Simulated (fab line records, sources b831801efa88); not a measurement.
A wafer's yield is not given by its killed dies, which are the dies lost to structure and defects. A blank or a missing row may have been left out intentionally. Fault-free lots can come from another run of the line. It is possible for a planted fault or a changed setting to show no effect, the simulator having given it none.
Check for tools in common | flow gf180mcu | Sampled: 12 lots, 34 wafers

REASON IT WAS OPENED
Of 12 lots, 2 have the reading PSD_OVL flagged at GF_PSD_OVL_MEAS_08. Fault-free wafers read -0.1 nm, with a standard deviation of 1.3.
Rule: a lot is flagged when every wafer of it that has a number lies more than 4 standard deviations from that mean, or none has a number. As for the other lots, they are considered sound.

lot  | measured     | on         | PSD_OVL (nm), wafer by wafer | flag
L197 | day 14 07:27 | overlay-01 | 0.8 1.3                      |
L198 | day 14 15:03 | overlay-01 | -0.4 -1.6 0.4                |
L199 | day 15 01:34 | overlay-02 | 1.6 0.8 1.1                  |
L205 | day 17 00:33 | overlay-02 | -0.5 0.4 0.5                 |
L207 | day 17 19:56 | overlay-02 | -84.1 -82.4 -82.9            | FLAGGED
L208 | day 18 06:44 | overlay-01 | -86.7 -86.1 -85.3            | FLAGGED
L210 | day 18 18:53 | overlay-01 | -1.5 -0.4 -1.0               |
L211 | day 19 04:16 | overlay-01 | 0.1 0.2 -0.7                 |
L212 | day 19 08:59 | overlay-01 | -0.2 -1.3 -0.8               |
L213 | day 19 14:30 | overlay-02 | 0.2 -0.1 2.4                 |
L214 | day 20 03:26 | overlay-01 | -1.3 -0.9 -0.3               |
L217 | day 21 05:52 | overlay-02 | -0.5 -0.4                    |
The numbers of the flagged lots are -84.6 nm on average: -84.5 nm against the usual, or -65 standard deviations.

WHICH TOOL EACH LOT WENT THROUGH
The record keeps 1 process step preceding the reading, out of 602 steps on the route. Each cell gives the tool, then ch followed by the chambers the sampled wafers passed through, then the start.
lot  | flag    | GF_PSD_EXPOSE_04
L197 |         | iline_stepper-02 ch 0, day 13 21:37
L198 |         | iline_stepper-02 ch 0, day 14 04:32
L199 |         | iline_stepper-01 ch 0, day 14 14:47
L205 |         | iline_stepper-02 ch 0, day 16 13:29
L207 | FLAGGED | iline_stepper-01 ch 0, day 17 09:06
L208 | FLAGGED | iline_stepper-01 ch 0, day 17 19:10
L210 |         | iline_stepper-02 ch 0, day 18 07:10
L211 |         | iline_stepper-02 ch 0, day 18 16:10
L212 |         | iline_stepper-02 ch 0, day 18 21:21
L213 |         | iline_stepper-02 ch 0, day 19 02:55
L214 |         | iline_stepper-02 ch 0, day 19 15:28
L217 |         | iline_stepper-02 ch 0, day 20 17:48
What the steps here do:
- GF_PSD_EXPOSE_04: exposes mask Pplus, target cd 400 nm.
- GF_PSD_OVL_MEAS_08

FLAGGED AGAINST TOTAL, ONE TOOL AT A TIME (gauges that did the reading follow at the end)
step               | tool             | lots run | flagged | share of the flagged lots | sound lots run after its first flagged lot
GF_PSD_EXPOSE_04   | iline_stepper-01 | 3        | 2       | all                       | 0
GF_PSD_EXPOSE_04   | iline_stepper-02 | 9        | 0       | none                      | -
GF_PSD_OVL_MEAS_08 | overlay-01       | 7        | 1       | some                      | 4 (L210,L211,L212,L214)
GF_PSD_OVL_MEAS_08 | overlay-02       | 5        | 1       | some                      | 2 (L213,L217)

WHAT IS ALLOWED BY THE TABLE
1 row of the table ran every flagged lot: iline_stepper-01 at GF_PSD_EXPOSE_04.
- iline_stepper-01 at GF_PSD_EXPOSE_04: 2 of its 3 lots flagged. A fault beginning between L199 (day 14 14:47), its last sound lot, and L207 (day 17 09:06), its first flagged one, fits the data.
iline_stepper-01 at GF_PSD_EXPOSE_04 is the single tool remaining.

WHAT THE SIMULATOR PUT IN
Scanner matching overlay: iline_stepper-01, from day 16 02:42 on, at GF_PSD_EXPOSE_04. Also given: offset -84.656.
Lots struck among those shown: L207, L208. The rule given above showed the same thing.
